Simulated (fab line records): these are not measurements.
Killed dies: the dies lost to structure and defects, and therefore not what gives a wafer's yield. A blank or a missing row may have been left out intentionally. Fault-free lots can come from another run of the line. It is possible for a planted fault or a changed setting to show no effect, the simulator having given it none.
fab line records -- flow gf180mcu
record lots=13, wafers=36, last-day=34
route steps=602 shown M4@456 V4@477 V5@544 TOP_METAL@569
lots that met no fault: taken from a fault-free run of the same line
start-h: the number of hours between the record's first day and the start of the first shown wafer of the lot -- wait-h: hours since the lot's step before -- " the same as in the row above -- L1.1+2: a row that stands for several wafers -- - no value, or no start was given -- * or withheld: withheld -- < > ~ a bound
route shown NAME@n: a module of which the file shows steps, and the number in the route of the first -- usual: mean/standard deviation of fault-free wafers -- same: alike in all rows -- chamber/n: place in a boat -- sites: per-site readings -- _std_site: the standard deviation of these -- _edge_site: mean of outer sites minus mean of inner sites -- radius-mm: how far each site lies from the wafer's centre -- mask NAME#n: copy n -- behind: the last tool/chamber to shape the wafer -- hold: cause of the lot's hold/its duration in hours/its outcome -- device: transistor that didn't switch, given as n, p or np -- end of line: at the end of the route, the tests of the same wafers -- a step without rows: its recipe alone -- killed: not the wafer's yield, but the dies lost to structure and defects at the first sort -- map: a wafer's dies, marking killed ones x, the rest . and places with no die _
set.NAME: setting as actually run; set.NAME@STEP: the setting as run at that earlier step -- model.NAME: the simulator's own value behind a step, which no gauge read
a sample of lots followed through the steps of the route, with each step as a table and each wafer as a row
services: the hour from which a tool's chamber was out of use, counted from the record's first day as start-h (under 0 if before that day), plus the number of hours and why
## steps
# step GF_M4_SPUTTER_00
# recipe material=Ti, target-thk-nm=37.5, arriving-ion-energy-ev=80, substrate-temp-c=200, chamber-pressure-pa=2, power-w=4000, time-s=150
# usual cathode-dc-power-W=4000.0/0.69, throttle-valve-pct=29.8/1.2
# same time-s=150
lot.wafer,tool,chamber,start-h,wait-h,cathode-dc-power-W,throttle-valve-pct
L659.4,pvd-sputter-01,-,512.94,0.2,4001.4,27.9
L659.5,pvd-sputter-01,-,512.94,0.2,4000.4,29.9
L659.6,pvd-sputter-01,-,512.94,0.2,4000.1,27.9
L660.3,pvd-sputter-01,-,519.04,0.2,3999.6,29.2
L660.5,pvd-sputter-01,-,519.04,0.2,4000.1,29.3
L660.6,pvd-sputter-01,-,519.04,0.2,4000.7,27.9
L661.1,pvd-sputter-01,-,532.82,0.1,4000.5,27.8
L661.4,pvd-sputter-01,-,532.82,0.1,3999.8,27.5
L661.6,pvd-sputter-01,-,532.82,0.1,4000.1,29.0
L662.1,pvd-sputter-01,-,547.76,0.1,4000.2,29.4
L662.2,pvd-sputter-01,-,547.76,0.1,3999.5,29.1
L662.4,pvd-sputter-01,-,547.76,0.1,3999.1,27.5
L663.1,pvd-sputter-03,-,555.07,0.1,3999.5,31.6
L663.4,pvd-sputter-03,-,555.07,0.1,3999.2,31.0
L663.6,pvd-sputter-03,-,555.07,0.1,3999.9,30.6
L664.1,pvd-sputter-02,-,562.50,0.1,4000.0,30.9
L664.4,pvd-sputter-02,-,562.50,0.1,4000.9,30.5
L664.5,pvd-sputter-02,-,562.50,0.1,3999.5,31.0
L665.3,pvd-sputter-03,-,568.14,0.1,3999.9,31.7
L665.6,pvd-sputter-03,-,568.14,0.1,3999.9,30.8
L667.3,pvd-sputter-02,-,585.91,0.2,3999.7,27.9
L667.6,pvd-sputter-02,-,585.91,0.2,4000.6,27.9
L669.3,pvd-sputter-03,-,602.52,0.2,4000.1,31.3
L669.5,pvd-sputter-03,-,602.52,0.2,3998.6,30.4
L678.2,pvd-sputter-02,-,664.04,0.1,3999.5,27.9
L678.3,pvd-sputter-02,-,664.04,0.1,3999.9,29.2
L678.4,pvd-sputter-02,-,664.04,0.1,4000.9,30.6
L679.2,pvd-sputter-01,-,674.66,0.1,4001.4,29.4
L679.3,pvd-sputter-01,-,674.66,0.1,3999.6,29.9
L679.4,pvd-sputter-01,-,674.66,0.1,4000.6,29.1
L680.2,pvd-sputter-02,-,681.52,0.1,4000.3,29.5
L680.3,pvd-sputter-02,-,681.52,0.1,4002.1,31.1
L680.6,pvd-sputter-02,-,681.52,0.1,3999.9,27.8
L682.2,pvd-sputter-03,-,688.37,0.2,3999.9,30.7
L682.3,pvd-sputter-03,-,688.37,0.2,3999.7,31.5
L682.6,pvd-sputter-03,-,688.37,0.2,3999.6,30.8
# step GF_V4_THK_MEAS_01
# recipe reads=SiO2_of_V4_CVD_00
# usual V4_CVD_00_THK=599/6.9
lot.wafer,tool,chamber,start-h,wait-h,V4_CVD_00_THK[nm]
L659.4,film-metro-01,-,536.24,0.0,608
L659.5,film-metro-01,-,536.24,0.0,608
L659.6,film-metro-01,-,536.24,0.0,601
L660.3,film-metro-01,-,543.12,0.1,611
L660.5,film-metro-01,-,543.12,0.1,612
L660.6,film-metro-01,-,543.12,0.1,612
L661.1,film-metro-01,-,556.56,0.0,590
L661.4,film-metro-01,-,556.56,0.0,592
L661.6,film-metro-01,-,556.56,0.0,593
L662.1,film-metro-01,-,570.71,0.0,607
L662.2,film-metro-01,-,570.71,0.0,599
L662.4,film-metro-01,-,570.71,0.0,604
L663.1,film-metro-03,-,578.24,0.0,597
L663.4,film-metro-03,-,578.24,0.0,602
L663.6,film-metro-03,-,578.24,0.0,588
L664.1,film-metro-03,-,584.66,0.0,597
L664.4,film-metro-03,-,584.66,0.0,590
L664.5,film-metro-03,-,584.66,0.0,601
L665.3,film-metro-04,-,590.00,0.1,586
L665.6,film-metro-04,-,590.00,0.1,602
L667.3,film-metro-03,-,608.36,0.1,605
L667.6,film-metro-03,-,608.36,0.1,606
L669.3,film-metro-01,-,624.23,0.1,603
L669.5,film-metro-01,-,624.23,0.1,598
L678.2,film-metro-01,-,683.80,0.0,603
L678.3,film-metro-01,-,683.80,0.0,602
L678.4,film-metro-01,-,683.80,0.0,608
L679.2,film-metro-01,-,694.41,0.0,592
L679.3,film-metro-01,-,694.41,0.0,594
L679.4,film-metro-01,-,694.41,0.0,605
L680.2,film-metro-04,-,705.45,0.0,589
L680.3,film-metro-04,-,705.45,0.0,602
L680.6,film-metro-04,-,705.45,0.0,583
L682.2,film-metro-03,-,707.58,0.0,602
L682.3,film-metro-03,-,707.58,0.0,604
L682.6,film-metro-03,-,707.58,0.0,603
# step GF_V5_CMP_04
# recipe material=SiO2, down-force-psi=4, platen-rpm=60, pad-velocity-m-s=0.94248
# usual motor-current-A=11.8/0.91, slurry-flow-ml-min=150.0/0.4
lot.wafer,tool,chamber,start-h,wait-h,motor-current-A,slurry-flow-ml-min
L659.4,cmp-02,1,604.77,0.0,13.0,149.6
L659.6,cmp-02,1,604.77,0.0,12.2,150.2
L659.5,cmp-02,2,604.77,0.0,11.8,149.4
L660.3,cmp-02,1,612.26,0.1,12.5,150.1
L660.5,cmp-02,3,612.26,0.1,12.2,149.8
L660.6,cmp-02,0,612.26,0.1,12.0,150.2
L661.4,cmp-02,2,623.68,0.0,11.4,150.1
L661.1,cmp-02,0,623.68,0.0,12.4,151.1
L661.6,cmp-02,3,623.68,0.0,11.8,150.5
L662.1,cmp-01,3,637.90,0.1,9.9,150.2
L662.4,cmp-01,0,637.90,0.1,11.5,149.9
L662.2,cmp-01,2,637.90,0.1,12.3,150.4
L663.4,cmp-02,0,644.67,0.2,11.7,150.6
L663.1,cmp-02,1,644.67,0.2,12.5,150.1
L663.6,cmp-02,0,644.67,0.2,11.7,149.8
L664.1,cmp-02,1,650.87,0.1,12.4,150.0
L664.4,cmp-02,3,650.87,0.1,11.7,150.3
L664.5,cmp-02,0,650.87,0.1,11.6,150.0
L665.3,cmp-02,1,655.54,0.2,13.0,150.3
L665.6,cmp-02,3,655.54,0.2,11.5,150.0
L667.3,cmp-02,2,673.00,0.0,12.1,150.6
L667.6,cmp-02,2,673.00,0.0,11.9,150.6
L669.3,cmp-02,0,687.37,0.1,11.8,149.7
L669.5,cmp-02,3,687.37,0.1,11.8,150.6
L678.4,cmp-01,2,741.56,0.0,12.6,148.9
L678.3,cmp-01,0,741.56,0.0,10.8,149.7
L678.2,cmp-01,1,741.56,0.0,12.1,149.7
L679.4,cmp-02,0,751.64,0.1,12.1,149.3
L679.2,cmp-02,1,751.64,0.1,12.8,149.7
L679.3,cmp-02,2,751.64,0.1,11.7,150.4
L680.3,cmp-02,3,761.26,0.0,11.7,150.0
L680.2,cmp-02,2,761.26,0.0,11.3,150.4
L680.6,cmp-02,3,761.26,0.0,12.4,150.7
L682.2,cmp-01,0,762.73,0.1,10.6,150.0
L682.3,cmp-01,1,762.73,0.1,11.9,149.6
L682.6,cmp-01,3,762.73,0.1,10.1,149.8
# step GF_V5_ETCH_17
# recipe chemistry=C4F8/O2/Ar, mask-material=KrF, target=SiO2, stop-on=TiN, source-w=1500, bias-w=1200, pressure-mtorr=40, c4f8-flow-sccm=withheld, O2_flow_sccm=6, Ar_flow_sccm=300, time-s=withheld, target-depth-a=8550
# usual bias-w=1200/3.9, chamber-pressure-mTorr=40.00/0.035, oes-product-au=0.860/0.0041
lot.wafer,tool,chamber,start-h,wait-h,bias-w,chamber-pressure-mTorr,oes-product-au
L659.4,rie-diel-03,1,-,-,1197,39.95,0.859
L659.5,rie-diel-03,3,-,-,1198,39.96,0.856
L659.6,rie-diel-03,0,-,-,1201,39.99,0.863
L660.3,rie-diel-03,2,-,-,1200,40.08,0.867
L660.5,rie-diel-03,2,-,-,1202,40.02,0.861
L660.6,rie-diel-03,1,-,-,1196,40.00,0.854
L661.1,rie-diel-01,0,-,-,1198,40.01,0.863
L661.4,rie-diel-01,2,-,-,1200,40.02,0.860
L661.6,rie-diel-01,1,-,-,1193,40.08,0.859
L662.1,rie-diel-03,3,-,-,1200,40.02,0.856
L662.2,rie-diel-03,0,-,-,1195,40.06,0.863
L662.4,rie-diel-03,2,-,-,1197,40.05,0.859
L663.1,rie-diel-03,1,-,-,1201,39.96,0.864
L663.4,rie-diel-03,0,-,-,1196,40.06,0.857
L663.6,rie-diel-03,2,-,-,1197,39.98,0.860
L664.1,rie-diel-01,3,-,-,1203,39.99,0.861
L664.4,rie-diel-01,2,-,-,1205,39.93,0.856
L664.5,rie-diel-01,0,-,-,1196,39.98,0.859
L665.3,rie-diel-01,3,-,-,1206,39.98,0.911
L665.6,rie-diel-01,0,-,-,1197,40.03,0.912
L667.3,rie-diel-01,1,-,-,1202,40.01,0.906
L667.6,rie-diel-01,3,-,-,1200,39.99,0.906
L669.3,rie-diel-02,0,-,-,1195,40.03,0.906
L669.5,rie-diel-02,2,-,-,1200,40.01,0.860
L678.2,rie-diel-03,3,-,-,1195,40.00,0.855
L678.3,rie-diel-03,0,-,-,1200,40.00,0.851
L678.4,rie-diel-03,2,-,-,1208,39.96,0.858
L679.2,rie-diel-03,0,-,-,1198,40.05,0.866
L679.3,rie-diel-03,3,-,-,1199,40.01,0.857
L679.4,rie-diel-03,2,-,-,1194,40.04,0.862
L680.2,rie-diel-01,2,-,-,1206,39.96,0.866
L680.3,rie-diel-01,0,-,-,1197,40.00,0.853
L680.6,rie-diel-01,3,-,-,1200,39.99,0.854
L682.2,rie-diel-03,1,-,-,1199,40.02,0.855
L682.3,rie-diel-03,2,-,-,1205,39.99,0.864
L682.6,rie-diel-03,1,-,-,1198,39.99,0.864
# step GF_TOP_METAL_SPUTTER_02
# recipe material=AlCu, target-thk-nm=900, power-w=10600, chamber-pressure-pa=0.3, substrate-temp-c=250, gas=Ar, time-s=47.82
# usual cathode-dc-power-W=10600/2, throttle-valve-pct=30.0/1.2
# same time-s=47.82
lot.wafer,tool,chamber,start-h,wait-h,cathode-dc-power-W,throttle-valve-pct
L659.4,pvd-sputter-02,-,627.34,0.0,10599,29.3
L659.5,pvd-sputter-02,-,627.34,0.0,10602,30.5
L659.6,pvd-sputter-02,-,627.34,0.0,10599,29.3
L660.3,pvd-sputter-03,-,634.18,0.0,10599,31.2
L660.5,pvd-sputter-03,-,634.18,0.0,10597,30.8
L660.6,pvd-sputter-03,-,634.18,0.0,10599,31.1
L661.1,pvd-sputter-01,-,646.36,0.0,10605,29.2
L661.4,pvd-sputter-01,-,646.36,0.0,10600,29.3
L661.6,pvd-sputter-01,-,646.36,0.0,10598,29.5
L662.1,pvd-sputter-01,-,659.29,0.0,10596,29.1
L662.2,pvd-sputter-01,-,659.29,0.0,10600,29.6
L662.4,pvd-sputter-01,-,659.29,0.0,10599,27.5
L663.1,pvd-sputter-01,-,665.77,0.0,10601,29.3
L663.4,pvd-sputter-01,-,665.77,0.0,10602,29.7
L663.6,pvd-sputter-01,-,665.77,0.0,10602,29.3
L664.1,pvd-sputter-03,-,672.04,0.0,10598,30.3
L664.4,pvd-sputter-03,-,672.04,0.0,10596,31.7
L664.5,pvd-sputter-03,-,672.04,0.0,10598,30.6
L665.3,pvd-sputter-03,-,676.28,0.0,10597,31.3
L665.6,pvd-sputter-03,-,676.28,0.0,10598,30.5
L667.3,pvd-sputter-01,-,693.12,0.0,10599,27.6
L667.6,pvd-sputter-01,-,693.12,0.0,10598,29.0
L669.3,pvd-sputter-02,-,707.53,0.0,10599,30.6
L669.5,pvd-sputter-02,-,707.53,0.0,10602,28.0
L678.2,pvd-sputter-02,-,760.87,0.0,10600,30.8
L678.3,pvd-sputter-02,-,760.87,0.0,10603,29.6
L678.4,pvd-sputter-02,-,760.87,0.0,10598,29.7
L679.2,pvd-sputter-03,-,770.26,0.0,10603,30.4
L679.3,pvd-sputter-03,-,770.26,0.0,10600,31.2
L679.4,pvd-sputter-03,-,770.26,0.0,10599,30.9
L680.2,pvd-sputter-03,-,779.32,0.0,10603,30.8
L680.3,pvd-sputter-03,-,779.32,0.0,10597,31.2
L680.6,pvd-sputter-03,-,779.32,0.0,10598,31.1
L682.2,pvd-sputter-02,-,780.34,0.0,10599,31.3
L682.3,pvd-sputter-02,-,780.34,0.0,10602,30.3
L682.6,pvd-sputter-02,-,780.34,0.0,10603,27.8
## services
tool,chamber,start-h,hours,kind
cmp-02,-,491.83,0.3,repair
cmp-01,-,492.67,2.8,pm
cmp-01,-,503.89,5.0,repair
cmp-02,-,542.96,3.7,pm
cmp-01,-,545.41,1.3,repair
cmp-01,-,549.22,2.5,repair
pvd-sputter-03,-,552.57,2.4,repair
pvd-sputter-03,-,570.30,2.0,repair
cmp-02,-,576.07,3.0,pm
pvd-sputter-01,-,579.95,3.7,repair
rie-diel-01,0,582.66,35.5,repair
rie-diel-03,-,588.79,14.6,pm
rie-diel-03,1,683.64,10.1,repair
rie-diel-03,2,691.25,20.5,repair
rie-diel-03,-,695.71,0.7,repair
rie-diel-01,2,719.60,10.0,repair
cmp-02,-,744.08,4.0,pm
rie-diel-01,-,745.67,0.2,repair
pvd-sputter-01,-,746.13,1.7,repair
rie-diel-01,-,753.41,0.5,repair
rie-diel-01,0,754.96,3.0,repair
rie-diel-01,-,761.14,0.7,repair
cmp-02,-,762.16,13.8,pm
pvd-sputter-02,-,769.32,10.1,repair
## key
first-sign step=GF_V5_ETCH_17, reading=oes-product-au, direction=up, sigmas=12, usual=0.860, struck=0.908
effect none on later readings
met-at GF_V5_CMP_04
struck-lots L665,L667,L669
struck-wafers L665.3,L665.6,L667.3,L667.6,L669.3
not-acting-at GF_M4_SPUTTER_00,GF_V4_THK_MEAS_01,GF_TOP_METAL_SPUTTER_02
onset-between 650.87 655.54
fault kind=process-parameter-drift, tool=cmp-02, chamber=-, onset-h=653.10, steps=GF_V5_CMP_04, channel=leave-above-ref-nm, offset=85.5, shape=step, end-h=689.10, scope=struck-wafers-only, acts-in=these-recipes-only, stated=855
